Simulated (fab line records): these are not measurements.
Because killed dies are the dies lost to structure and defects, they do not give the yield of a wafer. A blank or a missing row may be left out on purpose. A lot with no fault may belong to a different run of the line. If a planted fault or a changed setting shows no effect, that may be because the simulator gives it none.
The tool behind it: which one?	flow sky130	42 wafers from 14 lots sampled at 4 of the route's 708 steps

== WHAT THE GAUGES READ, wafer by wafer ==
SKY_RES_PROTECT_TW_MEAS_08. Usual: POLY_GATE_TW typically reads 3992, with standard deviation 31.
lot	measured	on	POLY_GATE_TW	flag
L983	day 16 09:22	filmMetro-03	3978 3984 3949	
L984	day 16 14:04	filmMetro-01	3995 3962 3961	
L985	day 16 21:13	filmMetro-01	3983 3973 3984	
L987	day 17 10:33	filmMetro-04	4038 3999 4026	
L988	day 17 14:04	filmMetro-01	3969 3970 3972	
L990	day 17 14:23	filmMetro-04	4014 4031 4012	
L991	day 17 16:34	filmMetro-04	4043 4032 4035	
L992	day 17 16:53	filmMetro-01	3968 3977 3977	
L996	day 17 20:50	filmMetro-04	4012 3999 4005	
L997	day 23 22:38	filmMetro-04	3992 3991 3985	
L101	day 24 17:20	filmMetro-04	4008 4031 4012	
L103	day 24 18:14	filmMetro-03	3931 3938 3948	
L999	day 24 20:13	filmMetro-03	3956 3970 3966	
L105	day 25 02:58	filmMetro-04	4028 4049 4033	

SKY_POLY_GATE_THK_MEAS_21. Usual: POLY_GATE_OXIDATION_THK typically reads 4.02 nm, with standard deviation 0.093.
lot	measured	on	POLY_GATE_OXIDATION_THK (nm)	flag
L983	day 17 19:56	filmMetro-04	4.10 4.05 4.07	
L984	day 18 02:35	filmMetro-02	4.10 4.08 4.14	
L985	day 18 08:16	filmMetro-04	3.99 4.02 4.07	
L987	day 18 20:47	filmMetro-03	3.98 3.98 3.91	
L988	day 19 00:53	filmMetro-04	3.93 3.89 3.80	
L990	day 19 04:18	filmMetro-03	4.02 4.16 4.06	
L991	day 19 04:17	filmMetro-04	4.17 4.19 4.16	
L992	day 19 04:22	filmMetro-03	4.18 4.08 4.06	
L996	day 19 07:58	filmMetro-04	4.01 4.01 4.08	
L997	day 25 08:15	filmMetro-03	4.03 3.89 3.92	
L101	day 26 04:31	filmMetro-04	4.07 3.98 3.97	
L103	day 26 04:52	filmMetro-02	3.92 3.93 3.88	
L999	day 26 06:32	filmMetro-03	3.89 3.96 3.94	
L105	day 26 13:38	filmMetro-02	3.96 3.95 3.99	

SKY_SD_P_TW_MEAS_11. Usual: SD_P_TW typically reads 2827, with standard deviation 46.
lot	measured	on	SD_P_TW	flag
L983	day 27 00:27	filmMetro-02	2858 2860 2873	
L984	day 27 07:58	filmMetro-03	2791 2785 2799	
L985	day 27 12:41	filmMetro-04	2819 2825 2818	
L987	day 27 23:55	filmMetro-03	2800 2805 2788	
L988	day 28 03:31	filmMetro-02	2876 2875 2881	
L990	day 28 05:53	filmMetro-02	2871 2877 2884	
L991	day 28 05:25	filmMetro-04	2824 2835 2833	
L992	day 28 05:19	filmMetro-03	2801 2801 2792	
L996	day 28 08:25	filmMetro-02	2890 2895 2893	
L997	day 34 01:08	filmMetro-03	2762 2775 2778	
L101	day 34 14:57	filmMetro-03	2774 2771 2764	
L103	day 34 16:48	filmMetro-03	2764 2777 2775	
L999	day 34 19:42	filmMetro-03	2776 2770 2772	
L105	day 35 01:05	filmMetro-02	2916 2888 2905	

== TOOL THAT RAN EACH LOT (tool first, then ch and the chambers of the sampled wafers, then the start) ==
lot	SKY_SD_P_DEHYDRATE_00
L983	lithoTrack-04 ch 0, day 26 09:28
L984	lithoTrack-02 ch 0, day 26 16:59
L985	lithoTrack-04 ch 0, day 26 21:35
L987	lithoTrack-04 ch 0, day 27 08:14
L988	lithoTrack-02 ch 0, day 27 11:59
L990	lithoTrack-03 ch 0, day 27 14:42
L991	lithoTrack-04 ch 0, day 27 14:13
L992	lithoTrack-02 ch 0, day 27 14:13
L996	lithoTrack-02 ch 0, day 27 17:41
L997	lithoTrack-04 ch 0, day 33 07:53
L101	lithoTrack-02 ch 0, day 34 00:41
L103	lithoTrack-02 ch 0, day 34 03:05
L999	lithoTrack-02 ch 0, day 34 05:32
L105	lithoTrack-02 ch 0, day 34 10:50
- SKY_SD_P_DEHYDRATE_00: time 60 s.

== WHAT THE TOOLS THEMSELVES READ (means of the sampled wafers that have a number; where no wafer has one, the mark that the record gives instead) ==
SKY_SD_P_DEHYDRATE_00. Usual: chillPlateTempC 23.02 C, standard deviation 0.11; heaterPowerTotalW 160.39 W, standard deviation 0.13; plateTempC 200.00 C, standard deviation 0.16.
lot	tool	chillPlateTempC (C)	heaterPowerTotalW (W)	plateTempC (C)	flag
L983	lithoTrack-04	22.97	160.27	200.04	
L984	lithoTrack-02	23.05	160.39	200.15	
L985	lithoTrack-04	23.10	160.43	200.14	
L987	lithoTrack-04	22.95	160.43	200.09	
L988	lithoTrack-02	23.03	160.58	200.07	
L990	lithoTrack-03	22.96	160.31	199.97	
L991	lithoTrack-04	22.98	160.36	199.94	
L992	lithoTrack-02	23.12	160.33	199.77	
L996	lithoTrack-02	22.96	160.31	199.99	
L997	lithoTrack-04	22.93	160.22	199.89	
L101	lithoTrack-02	22.87	160.54	200.00	
L103	lithoTrack-02	22.91	153.88	193.69	OFF
L999	lithoTrack-02	23.01	153.87	193.39	OFF
L105	lithoTrack-02	23.04	153.92	193.46	OFF

== THE ANSWER, worked out from the rows above alone ==
Rule: a lot counts as off when the mean over its wafers that have a number is more than 3 standard deviations away from the usual mean. Also off: a lot with no number at a reading for which 4 or more lots have one. Where the step has rows for the other lots, those lots are counted as sound. After the gauges, taken in route order, come the tools' own readings; for these a lot's mean is taken, as printed above. At the first step where some lot is off, the reading lying furthest off is the one used; lots without a number count as furthest.
Off at SKY_SD_P_DEHYDRATE_00 (heaterPowerTotalW): L103, L999, L105.
A tool fits if, at that step or a process step before it, it ran every lot that is off, and no sound lot after the first of them. One fits: lithoTrack-02 at SKY_SD_P_DEHYDRATE_00. A fault onset in the window from L101 (day 34 00:41, its last sound lot) to L103 (day 34 03:05, its first lot off) fits.
The tool's own readings at SKY_SD_P_DEHYDRATE_00 bear it out: on the lots that are off they differ by more than 5 times the standard deviation of the sound lots' means. heaterPowerTotalW reads 153.89 W there against 160.38 W on the sound lots; plateTempC reads 193.51 C there against 200.00 C on the sound lots.

== WHAT THE SIMULATOR PUT IN ==
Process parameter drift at SKY_SD_P_DEHYDRATE_00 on lithoTrack-02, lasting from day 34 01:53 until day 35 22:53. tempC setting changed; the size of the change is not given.
Shown lots that were struck: L103, L999, L105. The rule above found the same.
